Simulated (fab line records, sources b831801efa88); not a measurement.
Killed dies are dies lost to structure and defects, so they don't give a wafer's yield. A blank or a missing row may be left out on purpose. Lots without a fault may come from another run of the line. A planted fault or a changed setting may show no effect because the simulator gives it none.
One fault seen from 2 desks | flow gf180mcu | each desk has only its own numbers; what lay behind them comes last

THE METROLOGY DESK
What the gauges read, lot by lot, whatever tool the lot ran on: means of the sampled wafers that have a number. A lot is out of limits, marked OUT, if its mean lies more than 4 standard deviations from the usual mean; the brackets give that distance.
Columns: A = cd_nm at GF_PSD_CD_MEAS_07, usual 399.6 nm; B = PSD_OVL at GF_PSD_OVL_MEAS_08, usual -0.7 nm; C = PSD_TW at GF_PSD_TW_MEAS_11, usual 3200; D = CONTACT_BOW at GF_CONTACT_BOW_MEAS_05, usual 65 um
lot  | first seen here | A     | B    | C                    | D
L287 | day 14 07:32    | 398.2 | 1.3  | 3192                 | 63
L288 | day 14 21:34    | 402.3 | 0.5  | 3212                 | 69
L292 | day 16 09:33    | 401.4 | -0.3 | 3195                 | 70
L293 | day 16 10:48    | 398.6 | 0.5  | 3211                 | 61
L294 | day 16 23:52    | 397.8 | -2.2 | 3177                 | 60
L301 | day 19 08:17    | 399.0 | -0.3 | 3221                 | 64
L302 | day 19 21:56    | -     | -    | 30 (-99 or more) OUT | 71
L303 | day 19 22:06    | 400.4 | 1.2  | 3216                 | 71
L305 | day 20 12:08    | 401.1 | -0.4 | 3191                 | 63
L307 | day 21 00:01    | -     | -    | 30 (-99 or more) OUT | 64
L309 | day 21 18:37    | 399.9 | -1.1 | 3209                 | 71
This desk's finding: out of limits on L302, L307; first on L302, day 19 21:56 (PSD_TW at GF_PSD_TW_MEAS_11). In limits: L287, L288, L292, L293, L294, L301, L303, L305, L309.

THE TOOL OWNER'S DESK: litho_track-02
The tool's own readings at GF_PSD_DEVELOP_06 (develop time 60 s): means of the sampled wafers that have a number, for each lot that ran on this tool. A lot is out of limits, marked OUT, if its mean lies more than 4 standard deviations from the usual mean; the brackets give that distance.
Columns: A = exhaust_pa at GF_PSD_DEVELOP_06, usual 44.9 Pa
lot  | first seen here | A
L287 | day 14 07:24    | 45.5
L292 | day 16 09:24    | 44.7
L293 | day 16 10:39    | 44.8
L302 | day 19 21:24    | 45.8
L307 | day 20 23:29    | 44.9
This desk's finding: nothing out of limits on any of the 5 lots.

PUT TOGETHER
The metrology desk could have raised an alarm at day 19 21:56, on L302, L307.
The tool owner's desk saw nothing out of limits.
The tool owner's desk has L302, L307 on record, within its limits.
Of the lots named, all ran GF_PSD_DEVELOP_06 on litho_track-02.

WHAT THE SIMULATOR HAD PUT IN
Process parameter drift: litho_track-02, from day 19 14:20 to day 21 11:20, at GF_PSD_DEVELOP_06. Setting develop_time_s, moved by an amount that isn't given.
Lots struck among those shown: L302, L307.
Hours from the fault's start to each desk's first reading out of limits: the metrology desk, 8.
